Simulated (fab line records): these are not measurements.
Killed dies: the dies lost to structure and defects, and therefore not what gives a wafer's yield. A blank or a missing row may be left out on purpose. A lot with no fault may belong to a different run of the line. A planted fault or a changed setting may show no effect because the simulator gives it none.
What tool caused it? :: flow sky130 :: Sampling: 13 lots, 39 wafers, 5 of 708 route steps

== WHAT EACH GAUGE READ, for each wafer ==
SKY_NWELL_RS_MEAS_31: measurement is done with a four-point probe.
lot: L653
measured: day 5 18:18
on: film-metro-01
PWDE_RS (ohm/sq): 5249 5267 5270

lot: L654
measured: day 6 08:08
on: film-metro-01
PWDE_RS (ohm/sq): 5305 5301 5299

lot: L656
measured: day 6 09:41
on: film-metro-04
PWDE_RS (ohm/sq): 5273 5264 5265

lot: L657
measured: day 6 22:37
on: film-metro-01
PWDE_RS (ohm/sq): 5231 5260 5259

lot: L660
measured: day 7 11:54
on: film-metro-03
PWDE_RS (ohm/sq): 5272 5263 5295

lot: L661
measured: day 7 22:55
on: film-metro-03
PWDE_RS (ohm/sq): 5273 5293 5271

lot: L664
measured: day 8 17:37
on: film-metro-04
PWDE_RS (ohm/sq): 5267 5281 5280

lot: L663
measured: day 8 17:55
on: film-metro-03
PWDE_RS (ohm/sq): 5254 5257 5271

lot: L666
measured: day 9 02:39
on: film-metro-03
PWDE_RS (ohm/sq): 5277 5282 5264

lot: L667
measured: day 9 06:32
on: film-metro-01
PWDE_RS (ohm/sq): 5279 5275 5290

lot: L672
measured: day 10 02:57
on: film-metro-03
PWDE_RS (ohm/sq): 5246 5253 5227

lot: L674
measured: day 10 18:00
on: film-metro-03
PWDE_RS (ohm/sq): 5271 5252 5268

lot: L675
measured: day 10 18:22
on: film-metro-01
PWDE_RS (ohm/sq): 5311 5301 5297

SKY_VT_ADJUST_HVTP_CD_MEAS_07 targets a cd of 380 nm.
lot: L653
measured: day 6 12:35
on: cd-sem-01
cd-nm (nm): 381.3 380.7 380.4

lot: L654
measured: day 7 03:26
on: cd-sem-01
cd-nm (nm): 378.7 377.8 378.9

lot: L656
measured: day 7 04:56
on: cd-sem-02
cd-nm (nm): 372.3 375.7 374.6

lot: L657
measured: day 7 17:58
on: cd-sem-01
cd-nm (nm): 374.1 372.4 376.8

lot: L660
measured: day 8 07:03
on: cd-sem-02
cd-nm (nm): 383.3 379.3 382.9

lot: L661
measured: day 8 18:41
on: cd-sem-02
cd-nm (nm): 379.3 382.9 382.6

lot: L664
measured: day 9 14:13
on: cd-sem-01
cd-nm (nm): 377.1 377.4 378.6

lot: L663
measured: day 9 15:05
on: cd-sem-02
cd-nm (nm): 379.3 379.7 379.9

lot: L666
measured: day 9 23:55
on: cd-sem-01
cd-nm (nm): 377.7 380.7 379.3

lot: L667
measured: day 10 04:20
on: cd-sem-01
cd-nm (nm): 381.7 379.9 379.6

lot: L672
measured: day 11 02:38
on: cd-sem-01
cd-nm (nm): 370.0 370.8 372.5

lot: L674
measured: day 11 17:20
on: cd-sem-02
cd-nm (nm): 373.1 372.7 373.2

lot: L675
measured: day 11 17:56
on: cd-sem-01
cd-nm (nm): 376.2 372.0 378.2

SKY_SONOS_TUNNEL_TW_MEAS_12.
lot: L653
measured: day 11 20:51
on: film-metro-02
SONOS_TUNNEL_TW: 192.7 193.2 193.5

lot: L654
measured: day 12 15:55
on: film-metro-02
SONOS_TUNNEL_TW: 193.1 193.9 193.6

lot: L656
measured: day 12 19:03
on: film-metro-03
SONOS_TUNNEL_TW: 195.4 195.3 195.7

lot: L657
measured: day 13 11:22
on: film-metro-02
SONOS_TUNNEL_TW: 192.0 192.8 191.5

lot: L660
measured: day 14 04:50
on: film-metro-01
SONOS_TUNNEL_TW: 196.5 196.4 195.7

lot: L661
measured: day 14 21:04
on: film-metro-02
SONOS_TUNNEL_TW: 192.8 192.7 191.2

lot: L664
measured: day 15 21:01
on: film-metro-02
SONOS_TUNNEL_TW: 193.5 194.7 193.4

lot: L663
measured: day 15 21:41
on: film-metro-03
SONOS_TUNNEL_TW: 194.5 194.2 195.2

lot: L666
measured: day 16 08:14
on: film-metro-02
SONOS_TUNNEL_TW: 192.8 193.7 193.2

lot: L667
measured: day 16 14:35
on: film-metro-02
SONOS_TUNNEL_TW: 194.0 194.2 192.9

lot: L672
measured: day 17 18:04
on: film-metro-01
SONOS_TUNNEL_TW: 194.2 195.2 194.1

lot: L674
measured: day 18 09:13
on: film-metro-03
SONOS_TUNNEL_TW: 193.6 193.9 193.3

lot: L675
measured: day 18 11:13
on: film-metro-03
SONOS_TUNNEL_TW: 193.4 193.3 193.1

SKY_SONOS_ONO_THK_MEAS_01.
lot: L653
measured: day 11 22:59
on: film-metro-03
SONOS_ONO_OXIDATION_THK (nm): 2.64 2.75 2.69

lot: L654
measured: day 12 17:20
on: film-metro-03
SONOS_ONO_OXIDATION_THK (nm): 2.65 2.66 2.61

lot: L656
measured: day 12 21:38
on: film-metro-04
SONOS_ONO_OXIDATION_THK (nm): 2.61 2.60 2.64

lot: L657
measured: day 13 13:16
on: film-metro-02
SONOS_ONO_OXIDATION_THK (nm): 2.60 2.63 2.66

lot: L660
measured: day 14 07:25
on: film-metro-04
SONOS_ONO_OXIDATION_THK (nm): 2.60 2.59 2.56

lot: L661
measured: day 14 22:29
on: film-metro-03
SONOS_ONO_OXIDATION_THK (nm): 2.65 2.63 2.67

lot: L664
measured: day 16 02:52
on: film-metro-02
SONOS_ONO_OXIDATION_THK (nm): 2.64 2.60 2.61

lot: L663
measured: day 16 02:52
on: film-metro-04
SONOS_ONO_OXIDATION_THK (nm): 2.68 2.64 2.66

lot: L666
measured: day 16 11:43
on: film-metro-02
SONOS_ONO_OXIDATION_THK (nm): 2.73 2.66 2.69

lot: L667
measured: day 16 17:02
on: film-metro-04
SONOS_ONO_OXIDATION_THK (nm): 2.56 2.62 2.59

lot: L672
measured: day 17 22:17
on: film-metro-02
SONOS_ONO_OXIDATION_THK (nm): 2.53 2.61 2.55

lot: L674
measured: day 18 10:38
on: film-metro-02
SONOS_ONO_OXIDATION_THK (nm): 2.60 2.58 2.59

lot: L675
measured: day 18 13:23
on: film-metro-02
SONOS_ONO_OXIDATION_THK (nm): 2.55 2.59 2.65

== TOOL THAT RAN EACH LOT (tool first, then ch and the chambers of the sampled wafers, then the start) ==
lot: L653
SKY_VT_ADJUST_HVTP_DEVELOP_06: litho-track-03 ch 0, day 6 12:26

lot: L654
SKY_VT_ADJUST_HVTP_DEVELOP_06: litho-track-03 ch 0, day 7 03:17

lot: L656
SKY_VT_ADJUST_HVTP_DEVELOP_06: litho-track-02 ch 0, day 7 04:47

lot: L657
SKY_VT_ADJUST_HVTP_DEVELOP_06: litho-track-03 ch 0, day 7 17:49

lot: L660
SKY_VT_ADJUST_HVTP_DEVELOP_06: litho-track-01 ch 0, day 8 06:55

lot: L661
SKY_VT_ADJUST_HVTP_DEVELOP_06: litho-track-01 ch 0, day 8 18:34

lot: L664
SKY_VT_ADJUST_HVTP_DEVELOP_06: litho-track-02 ch 0, day 9 14:04

lot: L663
SKY_VT_ADJUST_HVTP_DEVELOP_06: litho-track-02 ch 0, day 9 14:56

lot: L666
SKY_VT_ADJUST_HVTP_DEVELOP_06: litho-track-02 ch 0, day 9 23:46

lot: L667
SKY_VT_ADJUST_HVTP_DEVELOP_06: litho-track-02 ch 0, day 10 04:11

lot: L672
SKY_VT_ADJUST_HVTP_DEVELOP_06: litho-track-03 ch 0, day 11 02:29

lot: L674
SKY_VT_ADJUST_HVTP_DEVELOP_06: litho-track-03 ch 0, day 11 17:11

lot: L675
SKY_VT_ADJUST_HVTP_DEVELOP_06: litho-track-02 ch 0, day 11 17:47
- SKY_VT_ADJUST_HVTP_DEVELOP_06: develop time 60 s.

== AS READ BY THE TOOLS THEMSELVES (means over the sampled wafers that have a number; for cases with no such wafer, the mark the record gives instead) ==
SKY_VT_ADJUST_HVTP_DEVELOP_06.
lot: L653
tool: litho-track-03
developer-temp-C (C): 23.05
resist-line-temp-C (C): 23.02

lot: L654
tool: litho-track-03
developer-temp-C (C): 22.94
resist-line-temp-C (C): 23.01

lot: L656
tool: litho-track-02
developer-temp-C (C): 23.01
resist-line-temp-C (C): 23.03

lot: L657
tool: litho-track-03
developer-temp-C (C): 22.94
resist-line-temp-C (C): 22.97

lot: L660
tool: litho-track-01
developer-temp-C (C): 23.04
resist-line-temp-C (C): 23.19

lot: L661
tool: litho-track-01
developer-temp-C (C): 22.86
resist-line-temp-C (C): 22.91

lot: L664
tool: litho-track-02
developer-temp-C (C): 23.02
resist-line-temp-C (C): 22.91

lot: L663
tool: litho-track-02
developer-temp-C (C): 23.07
resist-line-temp-C (C): 22.96

lot: L666
tool: litho-track-02
developer-temp-C (C): 22.97
resist-line-temp-C (C): 23.11

lot: L667
tool: litho-track-02
developer-temp-C (C): 23.18
resist-line-temp-C (C): 23.07

lot: L672
tool: litho-track-03
developer-temp-C (C): 25.39
resist-line-temp-C (C): 23.04

lot: L674
tool: litho-track-03
developer-temp-C (C): 25.32
resist-line-temp-C (C): 22.99

lot: L675
tool: litho-track-02
developer-temp-C (C): 22.90
resist-line-temp-C (C): 22.92

== THE ANSWER, worked out from the rows above alone ==
Rule: what is usual is taken from the lots themselves. The widest of any qualifying gaps counts: lots, ordered by their means at a reading, are off when they make up no more than a third of the lots, leave a main group of 4 or more, and stand apart from it by 3 or more times the standard deviation of that group's means. A main group whose means are all the same, to the digits that the tables above print for the reading, isn't used. A lot without any number at a reading at which 4 lots or more have one is off too. Where the step has rows for the other lots, those lots are counted as sound. Order of review: gauges by route order, followed by the tools' own readings, for which a lot's mean as printed above is used. At the first step where some lot is off, the reading lying furthest off is the one used; lots without a number count as furthest.
Off at SKY_VT_ADJUST_HVTP_DEVELOP_06 (developer-temp-C): L672, L674. Main group: mean 23.00 C, sd 0.085.
A tool fits if, at that step or a process step before it, it ran every lot that is off, and no sound lot after the first of them. One fits: SKY_VT_ADJUST_HVTP_DEVELOP_06 on litho-track-03. Its last sound lot is L657 (day 7 17:49), its first lot that is off L672 (day 11 02:29): a fault that began between those two fits.
On the lots that are off, the tool's own readings at SKY_VT_ADJUST_HVTP_DEVELOP_06 differ by more than 5 times the standard deviation of the sound lots' means, which bears it out; developer-temp-C reads 25.36 C there versus 23.00 C on the sound lots.

== WHAT HAD BEEN PUT IN BY THE SIMULATOR ==
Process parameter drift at SKY_VT_ADJUST_HVTP_DEVELOP_06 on litho-track-03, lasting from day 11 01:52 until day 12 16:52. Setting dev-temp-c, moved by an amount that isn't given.
Shown lots that were struck: L672, L674. The rule given above showed the same thing.
